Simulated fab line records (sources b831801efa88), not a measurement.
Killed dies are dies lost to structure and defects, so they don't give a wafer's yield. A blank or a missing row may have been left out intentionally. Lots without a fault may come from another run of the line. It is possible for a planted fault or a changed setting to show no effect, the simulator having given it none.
A lot that was struck, set against a sound lot -- flow sky130 -- 37 out of 708 route steps
Sound: these wafers, L507.2, L507.4, L507.5. The struck wafers were L514.2, L514.3, L514.5. Last of all comes the cause.
Order at every step that has rows: each side's tool, ch and its chambers, its first start. Under that, the readings that differ: sound wafers -- struck wafers -- difference of the means -- sigmas: that difference in standard deviations of wafers without a fault.
alike: a reading whose means differ by less than 2 such deviations, as well as words and numbers matching on both sides. not compared: withheld readings; readings where some wafer has no value; bounds like >300 that might hide an equal value; numbers whose values overlap and for which the record gives no deviation.
A row with sigmas, a row that says differs or no value, or rows on one side alone: a step with any of these is where the two part. Numbers that have no deviation but don't overlap get no sigmas and don't part them. Lack of a reading on every wafer of one side parts them only where that side has two or more wafers.

first, 10 steps without rows for these wafers: SKY_LDD_LDN_SOFTBAKE_03 (time 60 s); SKY_LDD_LDN_EXPOSE_04 (exposes mask LDNTM, target cd 700 nm); SKY_LDD_LDN_PEB_05; SKY_LDD_LDN_DEVELOP_06 (develop time 60 s); SKY_LDD_LDN_IMPLANT_08; SKY_LDD_LDN_IMPLANT_09; SKY_LDD_LDN_IMPLANT_10; SKY_LDD_LDN_IMPLANT_11; SKY_LDD_LDN_STRIP_12 (strips in O2/N2); SKY_LDD_LDN_CLEAN_14 (cleans in SC1/SC2, time 150 s).
SKY_SPACER_CVD_00: deposits Si3N4 from DCS/NH3, target thk 43.1 nm, time 740 s.
  sound on lpcvd-02 ch 1, day 26 07:13; struck on lpcvd-02 ch 0, day 28 22:02
reading,sound,struck,difference,sigmas
pressure mtorr (mTorr),250.6 250.8 250.4,249.3 249.7 249.6,-1.1,-2
model.Si3N4_of_SPACER_CVD_00.thk nm (nm),43.05 43.31 43.15,27.06 27.17 27.35,-15.98,
SKY_SPACER_THK_MEAS_01:
  sound on film metro-02 at day 26 08:26; struck on film metro-02 at day 28 23:15
reading,sound,struck,difference,sigmas
SPACER_CVD_00_THK (nm),43.1 43.3 43.2,27.1 27.2 27.4,-16.0,-44
SKY_SPACER_ETCHBACK_02: etches Si3N4 in CH3F/O2, stops on SiO2, time 46.7 s, target depth 45 nm.
  sound on rie diel-01 ch 1,2,3, day 26 08:29; struck on rie diel-03 ch 0,1,2, day 28 23:18
reading,sound,struck,difference,sigmas
oes product au (a.u.),0.859 0.856 0.858,0.675 0.676 0.676,-0.182,-29
model.etch.depth nm (nm),43.05 43.31 43.15,27.06 27.17 27.35,-15.98,
  alike: drypump motor current A, rf fwd power W, throttle valve pct
  not compared: rf hours counter h
then, 22 steps without rows for these wafers: SKY_POLY_CUT_DEHYDRATE_00 (time 60 s); SKY_POLY_CUT_HMDS_01 (prime time 60 s); SKY_POLY_CUT_COAT_02 (resist thk 60 nm); SKY_POLY_CUT_COAT_03 (resist thk 450 nm); SKY_POLY_CUT_SOFTBAKE_04 (time 90 s); SKY_POLY_CUT_EXPOSE_05 (exposes mask NPCM, target cd 270 nm); SKY_POLY_CUT_PEB_06; SKY_POLY_CUT_DEVELOP_07 (develop time 60 s); SKY_POLY_CUT_ETCH_10 (etches BARC in N2/H2, stops on SiO2, time 45.9 s, target depth 60 nm); SKY_POLY_CUT_ETCH_11 (etches Si3N4 in CF4/CH2F2/Ar, stops on poly-Si, time 42.5 s, target depth 60 nm); SKY_POLY_CUT_STRIP_12 (strips in O2/N2); SKY_SD_P_DEHYDRATE_00 (time 60 s); SKY_SD_P_HMDS_01 (prime time 60 s); SKY_SD_P_COAT_02 (resist thk 1140 nm); SKY_SD_P_SOFTBAKE_03 (time 60 s); SKY_SD_P_EXPOSE_04 (exposes mask PSDM, target cd 380 nm); SKY_SD_P_PEB_05; SKY_SD_P_DEVELOP_06 (develop time 60 s); SKY_SD_P_IMPLANT_09; SKY_SD_P_STRIP_10 (strips in O2/N2); SKY_RES_XHIGH_DEHYDRATE_00 (time 60 s); SKY_RES_XHIGH_HMDS_01 (prime time 60 s).
-- the record jumps here: 5 days lie between the struck wafers' starts before and after (it left off in module RES_XHIGH and takes up again in module SALICIDE, whose first step shown is number 361 of the route) --
SKY_SALICIDE_CLEAN_00: cleans in HF-last, time 30 s.
  sound on wet bench-01 ch 0, day 31 03:16; struck on wet bench-04 ch 0, day 33 14:13
reading,sound,struck,difference,sigmas
model.Si3N4_of_SPACER_CVD_00.thk nm (nm),42.07 42.33 42.17,26.09 26.19 26.38,-15.97,
-- the record jumps here: 16 days lie between the struck wafers' starts before and after (it left off in module SALICIDE and takes up again in module PAD_OPEN, whose first step shown is number 708 of the route) --
SKY_PAD_OPEN_PROBE_99:
  sound on prober-01 at day 48 02:41; struck on prober-02 at day 49 21:14
reading,sound,struck,difference,sigmas
killed_at_M4_up,2 7 4,1 1 0,-4,-2
model.etest.pfet_01v8.r on ohm um,2904 2806 2814,2332 2433 2423,-445,
model.etest.nfet g5v0d10v5.r on ohm um,1901 1869 1870,1776 1816 1783,-88,
model.etest.sonos uncharged.r on ohm um,809.3 806.6 807.1,715.4 736.2 716,-85.1,
model.etest.nfet_01v8_lvt.drive ua um,557.1 578 586.3,641.5 623.3 619.4,+54.3,
model.etest.pfet_01v8.drive ua um,193.1 197.6 199.7,249.8 236.2 238.1,+44.6,
model.etest.sram nfet pass.drive ua um,486.5 490.2 508.1,515.3 525.4 530.1,+28.7,
  alike: killed_at_M0_to_M3, killed at contacts, killed at front end, killed at other, killed dies, killed open, killed short
  not compared: model.etest.pfet g5v0d10v5.r on ohm um, model.etest.res pdiff.line ohm um

WHERE THEY PART
Earliest at SKY_SPACER_CVD_00; latest, in this record, at SKY_PAD_OPEN_PROBE_99.

WHY: what had been put in by the simulator
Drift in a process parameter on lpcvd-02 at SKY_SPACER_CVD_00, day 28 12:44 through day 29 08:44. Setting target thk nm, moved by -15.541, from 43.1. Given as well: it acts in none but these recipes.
